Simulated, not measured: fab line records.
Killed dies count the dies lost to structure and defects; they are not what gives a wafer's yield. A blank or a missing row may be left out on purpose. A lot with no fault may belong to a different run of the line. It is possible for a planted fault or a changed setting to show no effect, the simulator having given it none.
Chamber matching | flow sky130 | cmp-01 running SKY_LI_CONTACT_CMP_02: 4 sister chambers
The step polishes PSG. 4 wafers are shown with their chamber, then 8 later ones without.

## WAFERS, EACH WITH ITS CHAMBER
wafer  | chamber | motor-current-A (A)
L506.2 | 0       | 10.9
L506.6 | 1       | 12.8
L508.2 | 3       | 11.2
L513.3 | 2       | 13.2

## WAFERS WITHOUT THEIR CHAMBER
wafer  | motor-current-A (A)
L513.4 | 10.8
L513.5 | 13.8
L512.1 | 10.7
L512.3 | 12.3
L512.4 | 13.0
L517.1 | 10.6
L517.2 | 11.2
L517.5 | 10.6

## CHAMBER TAKEN BY EACH
wafer  | from the rows above          | in truth
L513.4 | can't be placed: 0 or 3      | 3
L513.5 | can't be placed: 2 or 1      | 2
L512.1 | can't be placed: 0 or 3      | 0
L512.3 | can't be placed: 1 or 2 or 3 | 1
L512.4 | can't be placed: 1 or 2      | 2
L517.1 | can't be placed: 0 or 3      | 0
L517.2 | can't be placed: 3 or 0      | 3
L517.5 | can't be placed: 0 or 3      | 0
Correct placement for 0 of the 8. From these rows, 8 cannot be placed; in 8 the true chamber is one of the candidates. 0 placed wrongly.
How it was worked out, from the rows above alone: a wafer's distance from a chamber is the root of the sum, over the readings, of the square of ((its reading less the chamber's mean) divided by the reading's scatter). The wafer belongs to the nearest chamber; if the next one is less than 2 further off, it can't be placed. Each chamber's mean is taken over the wafers shown for it. The scatter: root of mean squared gap, hidden wafer to nearest shown wafer, with one shown wafer a chamber.
